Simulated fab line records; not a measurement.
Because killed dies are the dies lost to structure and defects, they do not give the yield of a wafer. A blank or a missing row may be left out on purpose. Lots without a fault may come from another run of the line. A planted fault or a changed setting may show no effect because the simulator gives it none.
Which tool was responsible?    flow sky130    6 lots, 18 wafers sampled, at 2 steps of a route of 708

== WHAT THE GAUGES SHOWED, per wafer ==
SKY_VIA3_THK_MEAS_23: measures by xrf.
lot   measured      on             VIA3_W_THK (nm)
L383  day 39 23:24  film-metro-03  405 406 406
L387  day 41 03:19  film-metro-02  399 394 396
L395  day 43 13:44  film-metro-01  405 402 399
L398  day 44 11:53  film-metro-01  398 398 407
L400  day 44 18:00  film-metro-02  402 408 403
L403  day 45 11:46  film-metro-02  399 401 396

== WHICH TOOL RAN EACH LOT (tool, then ch and the chambers of the sampled wafers, then the start) ==
lot   SKY_NWELL_STRIP_25
L383  plasma-asher-01 ch 0,1, day 5 12:16
L387  plasma-asher-03 ch 0,1, day 6 13:33
L395  plasma-asher-01 ch 0,1, day 8 16:16
L398  plasma-asher-04 ch 0,1, day 9 06:50
L400  plasma-asher-03 ch 0,1, day 9 17:02
L403  plasma-asher-04 ch 0,1, day 10 16:06
- SKY_NWELL_STRIP_25: strips in O2/N2.

== THE ANSWER, worked out from the rows above alone ==
Rule: the usual values come from the lots themselves. The widest of any qualifying gaps counts: lots, ordered by their means at a reading, are off when they make up no more than a third of the lots, leave a main group of 4 or more, and stand apart from it by 3 or more times the standard deviation of that group's means. Not used: any main group whose means are identical at the precision the tables above print for the reading. A lot without any number at a reading at which 4 lots or more have one is off too. The other lots that the step has rows for count as sound.
No lot is off on any of the readings shown, so nothing can be concluded from this.

== WHAT THE SIMULATOR PUT IN ==
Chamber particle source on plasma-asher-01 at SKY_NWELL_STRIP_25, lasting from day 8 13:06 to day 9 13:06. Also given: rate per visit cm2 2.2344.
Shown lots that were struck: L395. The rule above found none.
